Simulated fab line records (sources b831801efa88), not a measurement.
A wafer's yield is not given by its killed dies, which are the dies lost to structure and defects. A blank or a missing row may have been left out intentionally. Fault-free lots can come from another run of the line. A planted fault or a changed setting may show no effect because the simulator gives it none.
fab line records -- flow gf180mcu
record lots=12, wafers=36, last-day=33
route steps=602 shown M2@377 V4@480 V5@541
lots with no fault: from the same line, run without faults
start-h: hours from the record's opening day to when the first of the lot's shown wafers began -- wait-h: how many hours have passed since the lot's step before this one -- " the same as in the row above -- L1.1+2: a single row standing in for several wafers -- - either no value or no given start -- * or withheld: withheld -- < > ~ a bound
route shown NAME@n: a module of which the file shows steps, and the number in the route of the first -- usual: mean/standard deviation of fault-free wafers -- same: alike in all rows -- chamber/n: place in a boat -- sites: per-site readings -- _std_site: the values' standard deviation -- _edge_site: outer sites' mean less inner sites' -- radius-mm: how far each site lies from the wafer's centre -- mask NAME#n: copy n -- behind: the tool/chamber that last shaped the wafer -- hold: reason for holding the lot/hours on hold/outcome of the hold -- device: the transistor (n, p or np) that didn't switch -- end of line: the same wafers' tests at the end of the route -- a step with no rows: only its recipe -- killed: at the first sort, the dies lost to defects and structure; wafer yield is something else -- map: dies across one wafer; x = killed, . = not, _ = none there
set.NAME: the setting that was run; set.NAME@STEP: the one run at that earlier step -- model.NAME: the simulator's own value behind a step, which no gauge read
one table for each step of the route and one row for each wafer, over a sample of lots
services: the hour from which a tool's chamber was out of use, counted from the record's first day as start-h (under 0 if before that day), plus the number of hours and why
## steps
# step GF_M2_OVL_MEAS_15
# usual M2_OVL=-1/5.9
lot.wafer,tool,chamber,start-h,wait-h,M2_OVL[nm]
L175.1,overlay-01,-,434.50,0.1,1
L175.4,overlay-01,-,434.50,0.1,1
L175.6,overlay-01,-,434.50,0.1,-1
L176.3,overlay-02,-,451.58,0.1,2
L176.4,overlay-02,-,451.58,0.1,6
L176.6,overlay-02,-,451.58,0.1,3
L177.1,overlay-02,-,462.10,0.1,-6
L177.4,overlay-02,-,462.10,0.1,-5
L177.6,overlay-02,-,462.10,0.1,-6
L178.1,overlay-02,-,470.92,0.1,-8
L178.2,overlay-02,-,470.92,0.1,-2
L178.6,overlay-02,-,470.92,0.1,-9
L179.2,overlay-01,-,486.10,0.1,-4
L179.3,overlay-01,-,486.10,0.1,1
L179.6,overlay-01,-,486.10,0.1,3
L182.1,overlay-02,-,503.25,0.1,4
L182.4,overlay-02,-,503.25,0.1,2
L182.6,overlay-02,-,503.25,0.1,-1
L183.1,overlay-01,-,515.32,0.1,4
L183.4,overlay-01,-,515.32,0.1,-4
L183.5,overlay-01,-,515.32,0.1,1
L184.1,overlay-01,-,518.77,0.1,-1
L184.2,overlay-01,-,518.77,0.1,-6
L184.4,overlay-01,-,518.77,0.1,-2
L185.1,overlay-01,-,530.47,0.1,1
L185.3,overlay-01,-,530.47,0.1,7
L185.6,overlay-01,-,530.47,0.1,2
L186.1,overlay-01,-,534.00,0.1,-10
L186.2,overlay-01,-,534.00,0.1,-9
L186.4,overlay-01,-,534.00,0.1,-8
L188.1,overlay-01,-,551.52,0.1,-11
L188.2,overlay-01,-,551.52,0.1,-3
L188.6,overlay-01,-,551.52,0.1,-7
L195.2,overlay-02,-,608.10,0.1,0
L195.3,overlay-02,-,608.10,0.1,-1
L195.5,overlay-02,-,608.10,0.1,-2
# step GF_V4_CMP_04
# recipe material=SiO2, down-force-psi=4, platen-rpm=60, pad-velocity-m-s=0.94248
# usual motor-current-A=11.8/1.2, time-to-endpoint-s=82/5.9
lot.wafer,tool,chamber,start-h,wait-h,motor-current-A,time-to-endpoint-s
L175.1,cmp-01,2,537.77,0.1,11.8,83
L175.4,cmp-01,3,537.77,0.1,9.9,83
L175.6,cmp-01,2,537.77,0.1,11.4,84
L176.4,cmp-01,0,553.71,0.0,13.3,89
L176.3,cmp-01,3,553.71,0.0,10.2,80
L176.6,cmp-01,0,553.71,0.0,12.3,87
L177.4,cmp-01,0,563.75,0.1,12.8,80
L177.1,cmp-01,1,563.75,0.1,13.6,84
L177.6,cmp-01,2,563.75,0.1,11.7,91
L178.2,cmp-02,2,570.32,0.0,13.6,74
L178.1,cmp-02,0,570.32,0.0,12.0,77
L178.6,cmp-02,3,570.32,0.0,11.8,95
L179.2,cmp-01,3,584.76,0.1,10.5,81
L179.3,cmp-01,0,584.76,0.1,12.8,76
L179.6,cmp-01,2,584.76,0.1,11.0,94
L182.1,cmp-02,1,600.43,0.1,10.4,77
L182.4,cmp-02,2,600.43,0.1,12.9,82
L182.6,cmp-02,0,600.43,0.1,11.8,79
L183.1,cmp-01,2,610.81,0.1,11.2,75
L183.4,cmp-01,3,610.81,0.1,10.6,76
L183.5,cmp-01,0,610.81,0.1,11.8,79
L184.1,cmp-01,0,613.26,0.1,12.6,76
L184.2,cmp-01,1,613.26,0.1,14.3,80
L184.4,cmp-01,3,613.26,0.1,10.7,85
L185.1,cmp-01,2,625.42,0.1,11.2,80
L185.3,cmp-01,1,625.42,0.1,13.6,80
L185.6,cmp-01,2,625.42,0.1,12.1,83
L186.4,cmp-02,2,628.56,0.0,12.8,94
L186.1,cmp-02,3,628.56,0.0,12.3,88
L186.2,cmp-02,1,628.56,0.0,11.0,81
L188.1,cmp-02,3,643.20,0.1,12.4,90
L188.2,cmp-02,0,643.20,0.1,11.4,70
L188.6,cmp-02,0,643.20,0.1,11.2,79
L195.2,cmp-02,0,694.14,0.1,11.0,75
L195.3,cmp-02,1,694.14,0.1,10.7,54
L195.5,cmp-02,3,694.14,0.1,11.2,91
# step GF_V4_ETCH_16
# recipe chemistry=N2/H2, target-depth-a=withheld, overetch-a=withheld, time-s=withheld, target=BARC, ion-energy-ev=200, source-w=500, bias-w=100, pressure-mtorr=30, n2-flow-sccm=100, h2-flow-sccm=200
# usual chamber-pressure-mTorr=30.00/0.032, drypump-motor-current-A=5.9/0.3, oes-product-au=0.854/0.0051, throttle-valve-pct=13.225/0.0085
lot.wafer,tool,chamber,start-h,wait-h,chamber-pressure-mTorr,drypump-motor-current-A,oes-product-au,throttle-valve-pct
L175.1,rie-diel-01,0,560.66,0.0,29.98,6.5,0.846,13.232
L175.4,rie-diel-01,2,560.66,0.0,30.03,5.9,0.846,13.227
L175.6,rie-diel-01,3,560.66,0.0,30.02,5.6,0.846,13.226
L176.3,rie-diel-04,2,576.11,0.0,29.99,6.3,0.857,13.227
L176.4,rie-diel-04,0,576.11,0.0,30.00,5.7,0.852,13.233
L176.6,rie-diel-04,0,576.11,0.0,30.00,5.7,0.849,13.214
L177.1,rie-diel-01,2,586.28,0.0,30.00,5.9,0.853,13.230
L177.4,rie-diel-01,0,586.28,0.0,30.03,6.5,0.857,13.225
L177.6,rie-diel-01,3,586.28,0.0,29.95,5.6,0.853,13.227
L178.1,rie-diel-01,1,593.34,0.0,29.99,6.0,0.856,13.229
L178.2,rie-diel-01,0,593.34,0.0,30.00,6.5,0.849,13.207
L178.6,rie-diel-01,1,593.34,0.0,29.98,6.0,0.854,13.225
L179.2,rie-diel-04,1,606.89,0.0,29.96,5.4,0.858,13.224
L179.3,rie-diel-04,0,606.89,0.0,30.02,5.7,0.860,13.215
L179.6,rie-diel-04,0,606.89,0.0,30.02,5.7,0.849,13.223
L182.1,rie-diel-03,3,622.06,0.0,30.04,5.9,0.851,13.216
L182.4,rie-diel-03,2,622.06,0.0,29.99,5.9,0.846,13.214
L182.6,rie-diel-03,3,622.06,0.0,30.00,5.9,0.853,13.235
L183.1,rie-diel-01,3,631.56,0.0,30.03,5.6,0.856,13.220
L183.4,rie-diel-01,0,631.56,0.0,29.98,6.5,0.861,13.219
L183.5,rie-diel-01,0,631.56,0.0,30.02,6.5,0.853,13.216
L184.1,rie-diel-01,1,634.41,0.0,30.03,6.0,0.861,13.217
L184.2,rie-diel-01,3,634.41,0.0,30.02,5.6,0.855,13.222
L184.4,rie-diel-01,0,634.41,0.0,30.04,6.5,0.847,13.230
L185.1,rie-diel-01,0,646.01,0.0,30.03,6.5,0.853,13.226
L185.3,rie-diel-01,1,646.01,0.0,30.00,6.1,0.864,13.219
L185.6,rie-diel-01,3,646.01,0.0,29.97,5.7,0.853,13.219
L186.1,rie-diel-04,1,648.58,0.0,29.98,5.4,0.853,13.226
L186.2,rie-diel-04,3,648.58,0.0,30.00,5.7,0.847,13.227
L186.4,rie-diel-04,2,648.58,0.0,29.95,6.3,0.851,13.223
L188.1,rie-diel-01,3,662.31,0.0,29.97,5.6,0.850,13.222
L188.2,rie-diel-01,1,662.31,0.0,29.99,6.0,0.858,13.229
L188.6,rie-diel-01,3,662.31,0.0,30.01,5.6,0.853,13.228
L195.2,rie-diel-03,0,712.81,0.0,30.00,5.5,0.861,13.224
L195.3,rie-diel-03,3,712.81,0.0,30.01,5.8,0.854,13.216
L195.5,rie-diel-03,2,712.81,0.0,29.96,5.9,0.852,13.223
# step GF_V4_ETCH_17
# recipe chemistry=C4F8/O2/Ar, mask-material=KrF, target=SiO2, stop-on=TiN, source-w=1500, bias-w=1200, pressure-mtorr=40, c4f8-flow-sccm=withheld, O2_flow_sccm=6, Ar_flow_sccm=300, time-s=withheld, target-depth-a=6300
# usual chamber-pressure-mTorr=40.00/0.037, oes-product-au=0.856/0.0051
lot.wafer,tool,chamber,start-h,wait-h,chamber-pressure-mTorr,oes-product-au
L175.1,rie-diel-01,0,-,-,39.99,0.851
L175.4,rie-diel-01,2,-,-,40.01,0.859
L175.6,rie-diel-01,3,-,-,40.07,0.853
L176.3,rie-diel-04,2,-,-,40.04,0.849
L176.4,rie-diel-04,0,-,-,40.02,0.864
L176.6,rie-diel-04,0,-,-,40.03,0.851
L177.1,rie-diel-01,2,-,-,40.04,0.860
L177.4,rie-diel-01,0,-,-,39.96,0.850
L177.6,rie-diel-01,3,-,-,40.00,0.854
L178.1,rie-diel-01,1,-,-,40.02,0.854
L178.2,rie-diel-01,0,-,-,39.99,0.853
L178.6,rie-diel-01,1,-,-,39.99,0.848
L179.2,rie-diel-04,1,-,-,40.03,0.858
L179.3,rie-diel-04,0,-,-,39.96,0.853
L179.6,rie-diel-04,0,-,-,40.03,0.864
L182.1,rie-diel-03,3,-,-,40.02,0.861
L182.4,rie-diel-03,2,-,-,39.96,0.851
L182.6,rie-diel-03,3,-,-,39.98,0.856
L183.1,rie-diel-01,3,-,-,40.05,0.847
L183.4,rie-diel-01,0,-,-,40.06,0.858
L183.5,rie-diel-01,0,-,-,40.01,0.859
L184.1,rie-diel-01,1,-,-,39.97,0.848
L184.2,rie-diel-01,3,-,-,40.05,0.845
L184.4,rie-diel-01,0,-,-,40.02,0.856
L185.1,rie-diel-01,0,-,-,39.97,0.851
L185.3,rie-diel-01,1,-,-,39.95,0.845
L185.6,rie-diel-01,3,-,-,39.98,0.856
L186.1,rie-diel-04,1,-,-,40.05,0.857
L186.2,rie-diel-04,3,-,-,39.98,0.849
L186.4,rie-diel-04,2,-,-,39.98,0.863
L188.1,rie-diel-01,3,-,-,39.98,0.862
L188.2,rie-diel-01,1,-,-,39.97,0.857
L188.6,rie-diel-01,3,-,-,40.00,0.846
L195.2,rie-diel-03,0,-,-,40.03,0.855
L195.3,rie-diel-03,3,-,-,40.06,0.900
L195.5,rie-diel-03,2,-,-,39.97,0.865
# step GF_V5_THK_MEAS_01
# recipe reads=SiO2_of_V5_CVD_00
# usual V5_CVD_00_THK=301/3
lot.wafer,tool,chamber,start-h,wait-h,V5_CVD_00_THK[nm]
L175.1,film-metro-04,-,607.69,0.0,301
L175.4,film-metro-04,-,607.69,0.0,302
L175.6,film-metro-04,-,607.69,0.0,302
L176.3,film-metro-02,-,622.39,0.0,304
L176.4,film-metro-02,-,622.39,0.0,304
L176.6,film-metro-02,-,622.39,0.0,303
L177.1,film-metro-02,-,631.07,0.0,302
L177.4,film-metro-02,-,631.07,0.0,299
L177.6,film-metro-02,-,631.07,0.0,302
L178.1,film-metro-04,-,637.33,0.0,299
L178.2,film-metro-04,-,637.33,0.0,301
L178.6,film-metro-04,-,637.33,0.0,300
L179.2,film-metro-01,-,651.08,0.0,307
L179.3,film-metro-01,-,651.08,0.0,304
L179.6,film-metro-01,-,651.08,0.0,304
L182.1,film-metro-01,-,664.40,0.0,300
L182.4,film-metro-01,-,664.40,0.0,304
L182.6,film-metro-01,-,664.40,0.0,305
L183.1,film-metro-02,-,673.27,0.0,301
L183.4,film-metro-02,-,673.27,0.0,302
L183.5,film-metro-02,-,673.27,0.0,304
L184.1,film-metro-04,-,676.33,0.0,299
L184.2,film-metro-04,-,676.33,0.0,302
L184.4,film-metro-04,-,676.33,0.0,301
L185.1,film-metro-04,-,687.89,0.0,300
L185.3,film-metro-04,-,687.89,0.0,299
L185.6,film-metro-04,-,687.89,0.0,299
L186.1,film-metro-04,-,688.95,0.0,303
L186.2,film-metro-04,-,688.95,0.0,297
L186.4,film-metro-04,-,688.95,0.0,301
L188.1,film-metro-01,-,702.97,0.0,305
L188.2,film-metro-01,-,702.97,0.0,305
L188.6,film-metro-01,-,702.97,0.0,302
L195.2,film-metro-04,-,750.32,0.0,303
L195.3,film-metro-04,-,750.32,0.0,302
L195.5,film-metro-04,-,750.32,0.0,303
## services
tool,chamber,start-h,hours,kind
cmp-02,-,530.30,14.0,pm
rie-diel-01,1,547.66,2.7,repair
rie-diel-01,1,552.32,36.0,repair
cmp-02,-,557.69,6.6,pm
rie-diel-04,2,562.76,3.8,repair
cmp-02,-,564.62,0.3,repair
cmp-01,-,569.31,7.0,pm
cmp-02,-,572.22,4.0,pm
cmp-02,-,573.43,4.2,repair
cmp-02,-,584.12,2.1,repair
cmp-01,-,586.65,4.4,pm
rie-diel-01,2,588.46,-,clean
rie-diel-01,2,588.46,15.7,scheduled-down
rie-diel-01,2,588.46,15.7,vent-cycle
rie-diel-03,-,590.12,0.9,repair
rie-diel-04,2,617.70,9.7,repair
rie-diel-03,2,638.81,1.4,repair
cmp-01,-,646.01,10.2,repair
rie-diel-03,1,655.48,12.8,repair
rie-diel-01,-,678.22,14.6,pm
cmp-02,-,683.03,8.9,repair
cmp-01,-,700.79,2.4,repair
rie-diel-04,0,701.72,2.0,repair
rie-diel-03,-,710.97,1.0,repair
## key
first-sign step=GF_V4_CMP_04, reading=time-to-endpoint-s, direction=down, sigmas=4.6, usual=*, struck=*
effect step=GF_V4_ETCH_17, reading=oes-product-au, direction=up, sigmas=8.7, usual=0.856, struck=0.900
met-at GF_V4_CMP_04
struck-lots L195
struck-wafers L195.3
not-acting-at GF_M2_OVL_MEAS_15,GF_V4_ETCH_16,GF_V5_THK_MEAS_01
onset-between 643.20 694.14
fault kind=process-parameter-drift, tool=cmp-02, chamber=-, onset-h=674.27, steps=GF_V4_CMP_04, channel=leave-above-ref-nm, offset=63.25, shape=step, end-h=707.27, scope=struck-wafers-only, acts-in=these-recipes-only, stated=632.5
